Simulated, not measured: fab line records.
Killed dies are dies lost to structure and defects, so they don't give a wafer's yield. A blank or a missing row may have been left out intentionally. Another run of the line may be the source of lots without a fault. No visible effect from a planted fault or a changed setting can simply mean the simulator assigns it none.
What tool caused it?    flow sfq line    13 lots with 39 wafers sampled at 2 steps, on a route of 325 steps

## WHAT THE GAUGES READ, wafer by wafer
SFQ_M0_RS_MEAS_904: a four-point-probe measurement.
lot   measured      on             M0_NB_RS (ohm/sq)
L821  day 7 17:29   film metro-01  0.911 0.907 0.911
L822  day 7 19:22   film metro-01  0.891 0.879 0.886
L824  day 8 09:35   film metro-02  0.888 0.883 0.888
L825  day 8 23:30   film metro-03  0.900 0.900 0.914
L826  day 9 08:19   film metro-02  0.895 0.904 0.896
L829  day 9 20:30   film metro-01  0.910 0.898 0.892
L834  day 10 22:52  film metro-02  0.892 0.892 1.115 0.894 0.890 1.115
L836  day 11 18:04  film metro-03  0.891 0.892 0.883
L837  day 12 02:28  film metro-02  0.899 0.889 0.898
L839  day 12 15:25  film metro-02  0.885 0.877 0.875
L840  day 12 20:06  film metro-02  0.889 0.895 0.887
L842  day 13 12:55  film metro-02  0.901 0.900 0.890
L844  day 14 03:19  film metro-02  0.877 0.871 0.883

## EACH LOT AND THE TOOL THAT RAN IT (in order: tool; ch and the chambers of the sampled wafers; start)
lot   SFQ_TRILAYER_M0_DEP_SPUTTER_019
L821  pvd sputter-06, day 7 17:23
L822  pvd sputter-05, day 7 19:16
L824  pvd sputter-04, day 8 09:28
L825  pvd sputter-06, day 8 23:25
L826  pvd sputter-05, day 9 08:14
L829  pvd sputter-04, day 9 20:25
L834  pvd sputter-04, day 10 22:44
L836  pvd sputter-06, day 11 17:56
L837  pvd sputter-06, day 12 02:20
L839  pvd sputter-05, day 12 15:20
L840  pvd sputter-05, day 12 20:01
L842  pvd sputter-05, day 13 12:49
L844  pvd sputter-05, day 14 03:13
- SFQ_TRILAYER_M0_DEP_SPUTTER_019: material Nb, target thk 200 nm, time 133.3 s.

## WHAT THE TOOLS THEMSELVES READ (means of the sampled wafers that have a number; where no wafer has one, the mark that the record gives instead)
SFQ_TRILAYER_M0_DEP_SPUTTER_019.
lot   tool            cathode dc power W (W)  throttle valve pct (%)
L821  pvd sputter-06  1999.9                  29.6
L822  pvd sputter-05  2000.0                  29.1
L824  pvd sputter-04  2000.2                  30.2
L825  pvd sputter-06  2000.3                  29.3
L826  pvd sputter-05  1999.9                  29.5
L829  pvd sputter-04  2000.1                  30.7
L834  pvd sputter-04  1999.8                  30.2
L836  pvd sputter-06  1999.8                  28.8
L837  pvd sputter-06  2000.1                  29.8
L839  pvd sputter-05  2000.1                  28.9
L840  pvd sputter-05  1999.9                  29.2
L842  pvd sputter-05  2000.1                  29.5
L844  pvd sputter-05  2000.1                  29.5

## THE ANSWER, worked out from the rows above alone
Rule: the usual values come from the lots themselves. The widest of any qualifying gaps counts: lots, ordered by their means at a reading, are off when they make up no more than a third of the lots, leave a main group of 4 or more, and stand apart from it by 3 or more times the standard deviation of that group's means. Not used: any main group whose means are identical at the precision the tables above print for the reading. A lot without any number at a reading at which 4 lots or more have one is off too. Where the step has rows for the other lots, those lots are counted as sound. Order of review: gauges by route order, followed by the tools' own readings, for which a lot's mean as printed above is used. At the first step where some lot is off, the reading lying furthest off is the one used; lots without a number count as furthest.
Off: L834, seen at SFQ_M0_RS_MEAS_904 (M0_NB_RS). The main group has a mean of 0.893 ohm/sq with a standard deviation of 0.0095.
If a tool, at a process step before that reading, ran all the lots that are off and no sound lot after the first of them, it fits. The gauges at SFQ_M0_RS_MEAS_904 are tried like those tools. One fits: SFQ_TRILAYER_M0_DEP_SPUTTER_019 on pvd sputter-04. Its last sound lot is L829 (day 9 20:25), its first lot that is off L834 (day 10 22:44): a fault that began between those two fits.

## WHAT THE SIMULATOR PUT IN
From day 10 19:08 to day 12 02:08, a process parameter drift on pvd sputter-04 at SFQ_TRILAYER_M0_DEP_SPUTTER_019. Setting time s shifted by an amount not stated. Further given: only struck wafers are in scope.
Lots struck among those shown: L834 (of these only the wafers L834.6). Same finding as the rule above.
